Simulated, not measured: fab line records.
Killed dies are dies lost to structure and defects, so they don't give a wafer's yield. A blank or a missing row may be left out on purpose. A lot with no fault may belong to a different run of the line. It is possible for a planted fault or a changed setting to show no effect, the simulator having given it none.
Which tool is to blame?    flow sky130    11 lots, 33 wafers sampled, at 5 steps of a route of 708

== WHAT EACH GAUGE READ, for each wafer ==
Not one reading of a measure or inspect step in the record can be checked against a usual standard deviation.

== WHAT TOOL EACH LOT RAN ON (gives the tool, then ch and the chambers of the sampled wafers, and finally the start) ==
lot   SKY_METAL4_ETCH_16                 SKY_VIA4_DEVELOP_10                SKY_VIA4_CMP_21                SKY_METAL5_SPUTTER_01         SKY_PAD_OPEN_PROBE_99
L834  rie-metal-03 ch 0,1, day 42 09:01  litho-track-01 ch 0, day 43 10:08  cmp-02 ch 1,2, day 43 11:26    pvd-sputter-04, day 43 11:42  -
L835  rie-metal-01 ch 0, day 42 18:16    litho-track-01 ch 0, day 43 18:16  cmp-01 ch 1,2,3, day 43 19:33  pvd-sputter-01, day 43 19:52  prober-02, day 46 16:42
L836  rie-metal-01 ch 0,1, day 43 08:13  litho-track-03 ch 0, day 44 08:10  cmp-01 ch 1,2,3, day 44 09:28  pvd-sputter-01, day 44 09:44  prober-01, day 47 04:19
L837  rie-metal-01 ch 1, day 43 11:04    litho-track-03 ch 0, day 44 12:01  cmp-02 ch 0,1,3, day 44 13:22  pvd-sputter-03, day 44 13:35  -
L839  rie-metal-03 ch 0,1, day 44 07:20  litho-track-03 ch 0, day 45 06:55  cmp-01 ch 0,1,3, day 45 08:25  pvd-sputter-01, day 45 08:38  -
L847  rie-metal-01 ch 0, day 46 09:11    litho-track-01 ch 0, day 47 06:28  cmp-01 ch 0,1,3, day 47 07:56  pvd-sputter-04, day 47 08:13  prober-02, day 49 19:37
L848  rie-metal-03 ch 0,1, day 47 00:38  litho-track-03 ch 0, day 47 22:11  cmp-01 ch 1,2,3, day 47 23:25  pvd-sputter-03, day 47 23:44  -
L852  rie-metal-01 ch 0,1, day 47 05:11  litho-track-03 ch 0, day 48 01:52  cmp-02 ch 0,3, day 48 03:32    pvd-sputter-04, day 48 03:49  -
L854  rie-metal-03 ch 0,1, day 47 16:23  litho-track-04 ch 0, day 48 12:00  cmp-02 ch 0,1,2, day 48 13:31  pvd-sputter-03, day 48 13:47  -
L853  rie-metal-01 ch 0, day 47 18:23    litho-track-03 ch 0, day 48 14:43  cmp-02 ch 1,3, day 48 16:01    pvd-sputter-04, day 48 16:17  -
L855  rie-metal-02 ch 0,1, day 48 00:01  litho-track-03 ch 0, day 48 19:55  cmp-02 ch 0,1,2, day 48 21:10  pvd-sputter-03, day 48 21:29  -
- SKY_METAL4_ETCH_16: etches BARC in N2/H2, stops on SiO2, time 88.2 s, target depth 60 nm.
- SKY_VIA4_DEVELOP_10: develop time 60 s.
- SKY_VIA4_CMP_21: polishes, stops on SiO2, t overpolish 25 s, target thk 0 nm.
- SKY_METAL5_SPUTTER_01: material TiN, target thk 20 nm, time 16.7 s.
- SKY_PAD_OPEN_PROBE_99

== AS READ BY THE TOOLS THEMSELVES (means over the sampled wafers that have a number; for cases with no such wafer, the mark the record gives instead) ==
SKY_METAL4_ETCH_16.
lot   tool          drypump-motor-current-A (A)  n2-flow-sccm (sccm)  oes-product-au (a.u.)  throttle-valve-pct (%)
L834  rie-metal-03  5.7                          99.8                 0.625                  13.194
L835  rie-metal-01  5.1                          99.7                 0.629                  13.198
L836  rie-metal-01  5.8                          100.2                0.621                  13.196
L837  rie-metal-01  6.3                          100.1                0.622                  13.202
L839  rie-metal-03  5.7                          99.7                 0.625                  13.205
L847  rie-metal-01  5.1                          99.8                 0.625                  13.203
L848  rie-metal-03  5.6                          100.0                0.625                  13.208
L852  rie-metal-01  5.5                          100.4                0.625                  13.205
L854  rie-metal-03  5.7                          100.3                0.626                  13.213
L853  rie-metal-01  5.1                          100.1                0.629                  13.199
L855  rie-metal-02  5.8                          100.3                0.625                  13.206

SKY_VIA4_DEVELOP_10.
lot   tool            developer-temp-C (C)
L834  litho-track-01  23.01
L835  litho-track-01  23.06
L836  litho-track-03  22.95
L837  litho-track-03  25.32
L839  litho-track-03  25.34
L847  litho-track-01  23.01
L848  litho-track-03  22.94
L852  litho-track-03  22.98
L854  litho-track-04  22.97
L853  litho-track-03  23.04
L855  litho-track-03  22.95

SKY_VIA4_CMP_21.
lot   tool    motor-current-A (A)  overpolish-run-s (s)  slurry-flow-ml-min  time-to-endpoint-s (s)
L834  cmp-02  11.3                 25.001                149.8               118
L835  cmp-01  11.3                 25.003                149.8               123
L836  cmp-01  11.2                 24.997                149.9               122
L837  cmp-02  11.3                 24.999                150.0               120
L839  cmp-01  10.9                 25.006                150.3               128
L847  cmp-01  11.2                 24.998                150.2               125
L848  cmp-01  11.1                 24.996                150.1               130
L852  cmp-02  11.7                 25.006                149.5               123
L854  cmp-02  11.3                 24.994                149.8               121
L853  cmp-02  11.8                 24.996                149.8               127
L855  cmp-02  11.3                 25.003                150.0               123

SKY_METAL5_SPUTTER_01.
lot   tool            cathode-dc-power-W (W)  throttle-valve-pct (%)
L834  pvd-sputter-04  6500.0                  28.5
L835  pvd-sputter-01  6500.3                  31.2
L836  pvd-sputter-01  6498.6                  30.4
L837  pvd-sputter-03  6500.3                  29.8
L839  pvd-sputter-01  6500.1                  30.2
L847  pvd-sputter-04  6500.8                  28.2
L848  pvd-sputter-03  6500.5                  30.0
L852  pvd-sputter-04  6502.2                  28.5
L854  pvd-sputter-03  6501.0                  29.9
L853  pvd-sputter-04  6501.3                  29.5
L855  pvd-sputter-03  6499.9                  30.1

SKY_PAD_OPEN_PROBE_99.
lot   tool       defect-limited-yield (%)  killed_at_M0_to_M3  killed_at_M4_up  killed-at-contacts  killed-at-front-end  killed-at-other  killed-dies  killed-open  killed-short  sort_bin_3_pad_short (%)  sort_bin_5_function (%)  sort_bin_6_memory (%)  sort-n-pass  sort-yield-pct (%)
L835  prober-02  81.9                      43                  4.0              22                  21                   0.0              89           50           39            0.9                       10.5                     6.8                    403          81.9
L836  prober-01  84.3                      41                  3.0              22                  10                   0.3              77           49           28            0.8                       9.2                      5.7                    415          84.3
L847  prober-02  82.1                      47                  3.7              22                  14                   0.7              88           47           41            0.7                       10.6                     6.6                    404          82.1

== THE ANSWER, worked out from the rows above alone ==
Rule: the lots themselves supply what counts as usual. The widest of any qualifying gaps counts: lots, ordered by their means at a reading, are off when they make up no more than a third of the lots, leave a main group of 4 or more, and stand apart from it by 3 or more times the standard deviation of that group's means. A main group whose means are all the same, to the digits that the tables above print for the reading, isn't used. A lot without any number at a reading at which 4 lots or more have one is off too. Where the step has rows for the other lots, those lots are counted as sound. Order of review: gauges by route order, followed by the tools' own readings, for which a lot's mean as printed above is used. The first step at which some lot is off is used, and at that step the reading that is off furthest; a lot without a number counts as furthest.
Off, at SKY_VIA4_DEVELOP_10 on developer-temp-C: L837, L839. Main group: mean 22.99 C, sd 0.04.
A tool fits if, at that step or a process step before it, it ran every lot that is off, and no sound lot after the first of them. No candidate that was tried fits.

== WHAT WAS PUT IN BY THE SIMULATOR ==
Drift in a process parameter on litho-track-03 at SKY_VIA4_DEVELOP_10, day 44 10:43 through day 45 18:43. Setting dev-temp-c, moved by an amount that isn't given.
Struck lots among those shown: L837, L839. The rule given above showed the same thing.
